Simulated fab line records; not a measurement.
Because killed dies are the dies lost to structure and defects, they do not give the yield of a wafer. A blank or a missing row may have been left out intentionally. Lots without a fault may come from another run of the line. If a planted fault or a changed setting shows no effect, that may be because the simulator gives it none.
Problem report, 8D (eight disciplines) form, completed by code || flow sky130 || the parts of the form that need people (team, actions taken, sign-off) are left out

1. PROBLEM STATEMENT
Wafers without a fault read 0.855 a.u., standard deviation 0.005; oes_product_au at SKY_VIA1_ETCH_14 reads a mean of 0.917 a.u. on 9 wafers belonging to 3 lots. That is +12 standard deviations from the usual mean.
The step: etches BARC in N2/H2, stops on SiO2, time 45.9 s, target depth 60 nm.
Seen first at day 39 08:41 on rie_diel-03, wafer L172.1. The record holds 36 wafers of 12 lots with a number at this step. Rule for "out" (also "out of limits"): further than 4 standard deviations from the usual mean. Any other wafer with a number is counted as sound.

2. WHAT IT IS; WHAT IT IS NOT
{"question": "which readings at this step", "is": "oes_product_au, run_length_s", "is not": "drypump_motor_current_A"}
{"question": "which lots", "is": "L172, L174, L175", "is not": "L155, L156, L159, L161, L163, L164, L166, L168, L169"}
{"question": "which wafers of those lots", "is": "all that have a number", "is not": "-"}
{"question": "read on which tools", "is": "rie_diel-03", "is not": "rie_diel-01, rie_diel-02"}
{"question": "when", "is": "from day 39 08:41", "is not": "up to then (27 sound wafers)"}

3. WHAT RULES OUT EACH SUSPECT
Counting: any tool at a process step up to the reading is kept as a suspect provided that every lot that is out went through it and no sound lot did after the first of them.
- rie_diel-03 at SKY_VIA1_ETCH_14 (etches BARC in N2/H2, stops on SiO2, time 45.9 s, target depth 60 nm): kept. It processed each lot that is out, first L172 at day 39 08:41, and no sound lot thereafter; up to then, the last sound lot it processed was L164 at day 37 03:59. Its own readings are out on those wafers: oes_product_au, run_length_s.
Remaining after the count: rie_diel-03 at SKY_VIA1_ETCH_14.

4. THE CAUSE (what the simulator had put in)
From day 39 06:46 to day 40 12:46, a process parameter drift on rie_diel-03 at SKY_VIA1_ETCH_14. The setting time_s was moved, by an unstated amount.
Counting left only this tool.

5. THE EFFECT CHAIN, in route order
One row per reading whose mean, taken over the struck wafers that have a number, lies over 3 standard deviations from the usual. Only readings for which the record gives a usual standard deviation are gone through. hours: the time from each lot's start at the first step in this table that gives one to its start at this step, as a median over the lots. sigmas: the change in usual standard deviations.
{"hours": 0, "step": "SKY_VIA1_ETCH_14", "reading": "oes_product_au", "usual": "0.855 a.u.", "on struck wafers": 0.917, "change": "+0.062", "sigmas": "+12"}
{"hours": 0, "step": "SKY_VIA1_ETCH_14", "reading": "run_length_s", "usual": "74.2 s", "on struck wafers": 70.8, "change": -3.4, "sigmas": -8.4}
The process steps in it:
- SKY_VIA1_ETCH_14: etches BARC in N2/H2, stops on SiO2, time 45.9 s, target depth 60 nm.
Later measuring or inspecting steps at which every struck wafer that the step has a row for has a number for every such reading, and none has moved that far: SKY_VIA1_THK_MEAS_23.

6. WHAT WOULD HAVE CAUGHT IT SOONER
First out-of-limits reading in this record: day 39 08:41, which is 2 hours after fault onset at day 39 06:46.
